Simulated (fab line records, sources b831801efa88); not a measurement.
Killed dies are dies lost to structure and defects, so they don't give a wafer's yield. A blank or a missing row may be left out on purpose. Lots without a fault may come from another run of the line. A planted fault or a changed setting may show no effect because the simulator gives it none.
fab line records | flow gf180mcu
record lots=6 wafers=18 last_day=34
route steps=602 shown V3@448 M4@456
lots that met no fault: from a run of the same line without faults
start_h: hours from the record's first day to the start of the lot's first wafer shown | wait_h: hours since the lot's step before | " the same as in the row above | L1.1+2: a row that stands for several wafers | - no value, or no start given | * or withheld: withheld | < > ~ a bound
route shown NAME@n: a module of which the file shows steps, and the number in the route of the first | usual: mean/standard deviation of fault-free wafers | same: alike in all rows | chamber/n: place in a boat | sites: the reading at each site | _std_site: their standard deviation | _edge_site: outer sites' mean less inner sites' | radius_mm: how far each site lies from the wafer's centre | mask NAME#n: copy n | behind: the tool/chamber that last shaped the wafer | hold: why the lot was held/for how many hours/how that ended | device: the transistor (n, p or np) that didn't switch | end of line: the same wafers' tests at the end of the route | a step without rows: its recipe alone | killed: dies lost to structure and defects at the first sort, not the wafer's yield | map: a wafer's dies, x killed, . not, _ none there
set.NAME: the setting as run; set.NAME@STEP: as run at that earlier step | model.NAME: the simulator's own value behind a step, which no gauge read
lots at some steps of the route; a table a step, a row a wafer
services: from which hour (start_h, from the record's first day; less than 0 if before it) a tool's chamber was out of use, for how many hours, and why
## steps
# step GF_V3_STRIP_19
# recipe chemistry=post_etch_residue_remover time_s=1200 temp_c=72.5
# step GF_V3_CLEAN_20
# recipe chemistry=DIW dry=n2_spin
# step GF_V3_SPUTTER_21
# recipe material=Ti target_thk_nm=15 chamber_pressure_pa=5 power_w=2500 substrate_temp_c=200 time_s=80.02
# usual cathode_dc_power_W=2500.0/0.45 chamber_pressure_pa=5.002/0.0099 throttle_valve_pct=29.8/0.54
# columns lot.wafer tool chamber start_h wait_h cathode_dc_power_W chamber_pressure_pa throttle_valve_pct
L343.2 pvd_sputter-02 - 538.93 0.0 2500.5 4.997 31.0
L343.4 " - " " 2499.4 5.015 29.8
L343.5 " - " " 2499.3 5.018 29.8
L344.1 pvd_sputter-03 - 548.78 0.0 2499.9 5.005 29.0
L344.3 " - " " 2499.6 5.008 29.8
L344.4 " - " " 2499.7 5.010 29.6
L361.1 pvd_sputter-01 - 670.94 0.0 2499.5 4.992 30.1
L361.2 " - " " 2499.8 5.003 29.6
L361.3 " - " " 2500.3 4.995 29.8
L362.2 pvd_sputter-02 - 676.57 0.0 2500.2 5.005 30.8
L362.4 " - " " 2499.8 5.002 30.0
L362.5 " - " " 2500.6 4.990 29.7
L363.2 pvd_sputter-02 - 683.60 0.0 2500.2 4.987 29.7
L363.5 " - " " 2499.6 5.008 29.2
L363.6 " - " " 2500.0 5.000 30.0
L364.3 pvd_sputter-02 - 690.62 0.0 2500.5 4.985 29.4
L364.4 " - " " 2500.0 5.006 30.6
L364.6 " - " " 2500.6 5.009 29.3
# step GF_V3_SPUTTER_22
# recipe material=TiN target_thk_nm=10 chamber_pressure_pa=5 power_w=4000 time_s=40
# usual cathode_dc_power_W=4000.1/0.76 chamber_pressure_pa=5.001/0.01 throttle_valve_pct=29.8/0.54
# columns lot.wafer tool chamber start_h wait_h cathode_dc_power_W chamber_pressure_pa throttle_valve_pct
L343.2 pvd_sputter-02 - 538.99 0.0 4000.0 5.013 30.9
L343.4 " - " " 4000.3 4.998 29.6
L343.5 " - " " 4000.7 4.994 30.0
L344.1 pvd_sputter-03 - 548.84 0.0 3999.9 5.001 29.0
L344.3 " - " " 4000.0 5.003 29.7
L344.4 " - " " 4000.7 4.999 29.3
L361.1 pvd_sputter-01 - 671.00 0.0 3999.7 4.996 30.0
L361.2 " - " " 3999.3 4.987 29.3
L361.3 " - " " 3999.4 4.998 29.4
L362.2 pvd_sputter-02 - 676.63 0.0 4000.0 5.001 30.6
L362.4 " - " " 4001.9 5.002 29.7
L362.5 " - " " 3999.0 5.001 29.6
L363.2 pvd_sputter-02 - 683.66 0.0 3999.4 4.991 29.7
L363.5 " - " " 4000.2 4.998 29.4
L363.6 " - " " 4000.8 5.001 29.8
L364.3 pvd_sputter-02 - 690.68 0.0 4000.2 5.003 29.6
L364.4 " - " " 4000.4 5.003 30.6
L364.6 " - " " 4001.0 4.990 29.2
# step GF_V3_CVD_23
# recipe material=W target_thk_nm=350 time_s=104.9 temp_c=400 pressure_torr=40
# usual chamber_pressure_Torr=39.99/0.082 heater_power_w=856/79
# columns lot.wafer tool chamber start_h wait_h chamber_pressure_Torr heater_power_w
L343.2 cvd_w-02 0 539.03 0.0 40.04 819
L343.4 " 0 " " 40.15 816
L343.5 " 1 " " 39.95 974
L344.1 cvd_w-02 0 548.88 0.0 40.10 828
L344.3 " 1 " " 39.95 1005
L344.4 " 0 " " 39.90 854
L361.1 cvd_w-02 1 671.04 0.0 40.01 1014
L361.2 " 0 " " 39.89 824
L361.3 " 1 " " 40.09 1013
L362.2 cvd_w-02 1 676.67 0.0 40.06 995
L362.4 " 1 " " 39.88 1010
L362.5 " 0 " " 39.97 841
L363.2 cvd_w-01 0 683.70 0.0 40.01 822
L363.5 " 0 " " 40.17 837
L363.6 " 1 " " 40.10 770
L364.3 cvd_w-02 0 690.75 0.1 40.04 828
L364.4 " 1 " " 40.06 993
L364.6 " 1 " " 40.05 974
# step GF_V3_RS_MEAS_24
# recipe thk_meas_gauge=four-point-probe reads=W_of_V3_CVD_23+TiN_of_V3_SPUTTER_22+Ti_of_V3_SPUTTER_21
# usual V3_W_RS=0.3298/0.0028
# columns lot.wafer tool chamber start_h wait_h V3_W_RS[ohm/sq]
L343.2 film_metro-03 - 539.16 0.1 0.3272
L343.4 " - " " 0.3310
L343.5 " - " " 0.3283
L344.1 film_metro-02 - 548.99 0.1 0.3255
L344.3 " - " " 0.3317
L344.4 " - " " 0.3289
L361.1 film_metro-04 - 671.15 0.1 0.3342
L361.2 " - " " 0.3336
L361.3 " - " " 0.3342
L362.2 film_metro-02 - 676.80 0.1 0.3348
L362.4 " - " " 0.3339
L362.5 " - " " 0.3319
L363.2 film_metro-02 - 683.83 0.1 0.3290
L363.5 " - " " 0.3284
L363.6 " - " " 0.3315
L364.3 film_metro-02 - 690.87 0.1 0.3307
L364.4 " - " " 0.3351
L364.6 " - " " 0.3333
# step GF_V3_THK_MEAS_25
# recipe thk_meas_gauge=xrf reads=W_of_V3_CVD_23
# usual V3_W_THK=363/5.2
# columns lot.wafer tool chamber start_h wait_h V3_W_THK[nm]
L343.2 film_metro-03 - 539.27 0.1 366
L343.4 " - " " 364
L343.5 " - " " 367
L344.1 film_metro-02 - 549.11 0.1 362
L344.3 " - " " 356
L344.4 " - " " 359
L361.1 film_metro-04 - 671.27 0.1 357
L361.2 " - " " 358
L361.3 " - " " 359
L362.2 film_metro-02 - 676.91 0.1 352
L362.4 " - " " 354
L362.5 " - " " 354
L363.2 film_metro-02 - 683.94 0.1 358
L363.5 " - " " 360
L363.6 " - " " 355
L364.3 film_metro-02 - 690.97 0.1 357
L364.4 " - " " 349
L364.6 " - " " 354
# step GF_V3_CMP_26
# recipe stop_on=SiO2 down_force_psi=3.5 platen_rpm=60 t_overpolish_s=15 target_thk_nm=0 pad_velocity_m_s=0.94248
# usual motor_current_A=11.0/0.71 overpolish_run_s=14.999/0.01 time_to_endpoint_s=86/3.6
# columns lot.wafer tool chamber start_h wait_h motor_current_A overpolish_run_s time_to_endpoint_s
L343.2 cmp-02 1 539.37 0.1 11.6 14.985 82
L343.4 " 2 " " 10.9 14.998 88
L343.5 " 1 " " 11.5 14.991 86
L344.1 cmp-01 3 549.17 0.1 11.6 14.994 88
L344.3 " 1 " " 11.2 15.004 85
L344.4 " 2 " " 12.1 15.001 86
L361.2 cmp-02 0 671.33 0.0 10.3 15.010 85
L361.1 " 1 " " 11.8 14.999 84
L361.3 " 2 " " 10.8 15.023 90
L362.2 cmp-02 3 676.96 0.0 10.5 15.009 82
L362.4 " 1 " " 10.9 14.992 88
L362.5 " 3 " " 10.5 14.989 83
L363.2 cmp-02 0 684.09 0.1 10.5 15.009 88
L363.5 " 2 " " 11.1 15.007 94
L363.6 " 3 " " 10.8 14.989 82
L364.4 cmp-01 1 691.01 0.0 10.5 14.992 81
L364.3 " 0 " " 10.1 15.003 84
L364.6 " 1 " " 11.1 15.008 79
# step GF_M4_SPUTTER_00
# recipe material=Ti target_thk_nm=37.5 arriving_ion_energy_ev=80 substrate_temp_c=200 chamber_pressure_pa=2 power_w=4000 time_s=150
# step GF_M4_SPUTTER_01
# recipe material=TiN target_thk_nm=30 power_w=6500 time_s=25 chamber_pressure_pa=0.4
# usual cathode_dc_power_W=6499.9/1.2 chamber_pressure_pa=0.4000/0.00084 throttle_valve_pct=30.0/0.53
# columns lot.wafer tool chamber start_h wait_h cathode_dc_power_W chamber_pressure_pa throttle_valve_pct
L343.2 pvd_sputter-04 - 539.72 0.1 6499.5 0.4003 31.0
L343.4 " - " " 6501.6 0.4010 29.9
L343.5 " - " " 6500.4 0.4007 30.0
L344.1 pvd_sputter-02 - 549.57 0.1 6500.2 0.4006 29.6
L344.3 " - " " 6498.7 0.4005 30.6
L344.4 " - " " 6498.5 0.4000 29.4
L361.1 pvd_sputter-04 - 671.73 0.1 6500.5 0.3995 30.2
L361.2 " - " " 6500.5 0.3992 31.0
L361.3 " - " " 6502.5 0.3994 29.8
L362.2 pvd_sputter-01 - 677.36 0.1 6500.2 0.4017 29.7
L362.4 " - " " 6500.3 0.3981 30.1
L362.5 " - " " 6497.9 0.4012 30.0
L363.2 pvd_sputter-01 - 684.39 0.1 6500.5 0.4002 29.8
L363.5 " - " " 6499.0 0.4005 30.1
L363.6 " - " " 6497.7 0.3993 30.0
L364.3 pvd_sputter-04 - 691.41 0.1 6500.6 0.3995 29.8
L364.4 " - " " 6500.4 0.4006 31.3
L364.6 " - " " 6499.1 0.4004 30.1
# step GF_M4_SPUTTER_02
# recipe material=AlCu target_thk_nm=450 power_w=10600 time_s=23.9 chamber_pressure_pa=0.4
# step GF_M4_SPUTTER_03
# recipe material=Ti target_thk_nm=10 substrate_temp_c=300 chamber_pressure_pa=0.3 power_w=3000 time_s=6.7
# step GF_M4_SPUTTER_04
# recipe material=TiN target_thk_nm=50 power_w=6500 time_s=40.72 chamber_pressure_pa=0.4
# usual cathode_dc_power_W=6500.0/1.2 chamber_pressure_pa=0.4000/0.00075 throttle_valve_pct=30.0/0.54
# columns lot.wafer tool chamber start_h wait_h cathode_dc_power_W chamber_pressure_pa throttle_valve_pct
L343.2 pvd_sputter-04 - 539.80 0.0 6500.2 0.4001 31.3
L343.4 " - " " 6500.5 0.3996 30.2
L343.5 " - " " 6499.3 0.3993 29.8
L344.1 pvd_sputter-02 - 549.65 0.0 6499.5 0.3996 29.7
L344.3 " - " " 6500.1 0.4007 30.7
L344.4 " - " " 6499.6 0.3998 29.1
L361.1 pvd_sputter-04 - 671.82 0.0 - - -
L361.2 " - " " - - -
L361.3 " - " " - - -
L362.2 pvd_sputter-01 - 677.44 0.0 - - -
L362.4 " - " " - - -
L362.5 " - " " - - -
L363.2 pvd_sputter-01 - 684.47 0.0 6498.5 0.3985 29.7
L363.5 " - " " 6500.1 0.3996 30.0
L363.6 " - " " 6498.3 0.4001 30.3
L364.3 pvd_sputter-04 - 691.49 0.0 6502.8 0.4003 29.6
L364.4 " - " " 6501.2 0.4000 31.2
L364.6 " - " " 6501.6 0.4014 30.0
# step GF_M4_THK_MEAS_06
# recipe thk_meas_gauge=xrf reads=AlCu_of_M4_SPUTTER_02
# usual M4_ALCU_THK=451/6.2
# columns lot.wafer tool chamber start_h wait_h M4_ALCU_THK[nm]
L343.2 film_metro-01 - 539.97 0.1 451
L343.4 " - " " 455
L343.5 " - " " 451
L344.1 film_metro-02 - 549.81 0.1 462
L344.3 " - " " 457
L344.4 " - " " 445
L361.1 film_metro-02 - 671.98 0.1 508
L361.2 " - " " 503
L361.3 " - " " 503
L362.2 film_metro-02 - 677.61 0.1 510
L362.4 " - " " 502
L362.5 " - " " 498
L363.2 film_metro-03 - 684.64 0.1 443
L363.5 " - " " 439
L363.6 " - " " 447
L364.3 film_metro-01 - 691.67 0.1 461
L364.4 " - " " 461
L364.6 " - " " 461
# step GF_M4_DEHYDRATE_07
# recipe temp_c=200 time_s=60
# step GF_M4_HMDS_08
# recipe prime_time_s=60 prime_temp_c=120
# step GF_M4_COAT_09
# recipe resist=KrF spin_rpm=withheld resist_thk_nm=1000
# step GF_M4_SOFTBAKE_10
# recipe temp_c=130 time_s=60 resist=KrF
# step GF_M4_EXPOSE_11
# recipe mask_id=Metal4 target_cd_nm=280 na=0.68 source_shape=conventional sigma_outer=0.6 dose_mj=28
# step GF_M4_PEB_12
# recipe peb_temp_c=135 peb_time_s=90 resist=KrF
# step GF_M4_DEVELOP_13
# recipe develop_time_s=60 dev_temp_c=21
# step GF_M4_CD_MEAS_14
# recipe target_cd_nm=280
# usual cd_nm=280.1/1.3
# columns lot.wafer tool chamber start_h wait_h cd_nm
L343.2 cd_sem-01 - 561.88 0.1 282.2
L343.4 " - " " 280.1
L343.5 " - " " 281.5
L344.1 cd_sem-01 - 571.67 0.1 280.3
L344.3 " - " " 280.5
L344.4 " - " " 281.2
L361.1 cd_sem-02 - 690.91 0.1 279.8
L361.2 " - " " 280.0
L361.3 " - " " 279.5
L362.2 cd_sem-02 - 696.92 0.1 280.8
L362.4 " - " " 280.9
L362.5 " - " " 280.5
L363.2 cd_sem-02 - 702.89 0.1 280.6
L363.5 " - " " 280.0
L363.6 " - " " 281.2
L364.3 cd_sem-02 - 710.46 0.1 278.8
L364.4 " - " " 277.1
L364.6 " - " " 279.0
# step GF_M4_OVL_MEAS_15
# usual M4_OVL=3/5.7
# columns lot.wafer tool chamber start_h wait_h M4_OVL[nm]
L343.2 overlay-01 - 561.98 0.1 10
L343.4 " - " " 2
L343.5 " - " " 10
L344.1 overlay-01 - 571.79 0.1 7
L344.3 " - " " 8
L344.4 " - " " 7
L361.1 overlay-02 - 691.03 0.1 -2
L361.2 " - " " 1
L361.3 " - " " 1
L362.2 overlay-01 - 697.02 0.1 13
L362.4 " - " " 12
L362.5 " - " " 12
L363.2 overlay-02 - 702.99 0.1 7
L363.5 " - " " 3
L363.6 " - " " -2
L364.3 overlay-02 - 710.55 0.1 4
L364.4 " - " " 8
L364.6 " - " " 2
# step GF_M4_METAL_ETCH_16
# recipe chemistry=Cl2/BCl3 mask_material=KrF target_depth_nm=627.5 stop_on=SiO2 pressure_mtorr=8 icp_w=800 bias_w=140 Cl2_flow_sccm=80 bcl3_flow_sccm=40 time_s=104.6
# usual bias_w=140.0/0.41 drypump_motor_current_A=5.6/0.42 oes_product_au=0.970/0.0068 throttle_valve_pct=28.251/0.011
# columns lot.wafer tool chamber start_h wait_h bias_w drypump_motor_current_A oes_product_au rf_hours_counter_h throttle_valve_pct
L343.2 rie_metal-04 0 562.01 0.0 140.1 5.6 0.974 3 28.266
L343.4 " 1 " " 139.7 5.2 0.968 - 28.244
L343.5 " 1 " " 139.5 5.2 0.967 - 28.240
L344.1 rie_metal-02 1 571.83 0.0 140.0 5.5 0.982 9 28.252
L344.3 " 1 " " 140.7 5.6 0.976 - 28.254
L344.4 " 0 " " 139.3 5.7 0.967 - 28.253
L361.1 rie_metal-02 1 691.06 0.0 141.0 5.6 1.001 14 28.215
L361.2 " 0 " " 139.6 5.7 0.993 2 28.236
L361.3 " 0 " " 139.9 5.6 0.998 - 28.232
L362.2 rie_metal-01 1 697.09 0.1 140.6 6.3 0.995 - 28.222
L362.4 " 1 " " 139.7 6.4 0.993 - 28.221
L362.5 " 1 " " 140.2 6.4 0.991 - 28.225
L363.2 rie_metal-02 1 703.02 0.0 139.9 5.6 0.963 14 28.273
L363.5 " 1 " " 139.6 5.6 0.950 - 28.278
L363.6 " 0 " " 140.5 5.6 0.958 - 28.244
L364.3 rie_metal-04 0 710.61 0.1 140.7 5.6 0.979 - 28.225
L364.4 " 1 " " 140.1 5.2 0.981 - 28.244
L364.6 " 1 " " 139.7 5.1 0.977 - 28.244
# step GF_M4_STRIP_17
# recipe chemistry=O2/N2 power_w=1400 pressure_mtorr=1500 platen_temp_c=250 o2_flow_sccm=3000 n2_flow_sccm=300 overash_fraction=0.5
## services
# columns tool chamber start_h hours kind
cmp-01 - 517.41 4.2 pm
pvd_sputter-01 - 524.12 5.0 repair
cmp-01 - 525.32 0.4 repair
cmp-01 - 542.90 0.3 repair
pvd_sputter-02 - 550.65 3.0 repair
pvd_sputter-01 3 562.64 - consumable_replace:kit
pvd_sputter-01 3 562.64 18.0 scheduled_down
pvd_sputter-01 3 562.64 18.0 vent_cycle
cmp-01 - 572.28 4.0 pm
pvd_sputter-04 - 572.64 8.5 repair
pvd_sputter-02 - 576.99 2.1 repair
cvd_w-01 - 588.25 2.8 pm
rie_metal-04 - 597.06 1.2 repair
cmp-02 - 611.90 1.1 repair
pvd_sputter-02 - 617.85 9.5 repair
cvd_w-02 0 643.16 13.6 repair
rie_metal-04 0 658.37 2.4 repair
pvd_sputter-04 3 667.19 - consumable_replace:kit
pvd_sputter-04 3 667.19 18.0 scheduled_down
pvd_sputter-04 3 667.19 18.0 vent_cycle
rie_metal-01 0 680.83 45.6 repair
rie_metal-04 1 696.82 2.1 repair
cvd_w-01 - 698.38 0.3 repair
pvd_sputter-01 2 701.29 - consumable_replace:kit
## key
first_sign step=GF_M4_SPUTTER_04 reading=tool_record direction=missing
effect step=GF_M4_THK_MEAS_06 reading=M4_ALCU_THK direction=up sigmas=8.6 usual=451 struck=504
effect step=GF_M4_METAL_ETCH_16 reading=oes_product_au direction=up sigmas=3.8 usual=0.970 struck=0.995
met_at GF_M4_SPUTTER_04
struck_wafers L361.1,L361.2,L361.3,L362.2,L362.4,L362.5
later_rows_left_out L361.1,L361.2,L361.3,L362.2,L362.4,L362.5
sort_left_out L361.1,L361.2,L361.3,L362.2,L362.4,L362.5
onset_between 539.80 671.82
fault kind=skipped_step_whole tool=pvd_sputter-01,pvd_sputter-04 chamber=- onset_h=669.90 steps=GF_M4_SPUTTER_04 scope=struck_lots_only
# sort_left_out: the simulated sort isn't trusted on such a fault, so these wafers' sort isn't shown, and their yield isn't known
# later_rows_left_out: the simulator's readings of these wafers behind a module that went badly wrong aren't trusted and aren't shown, but for the sort
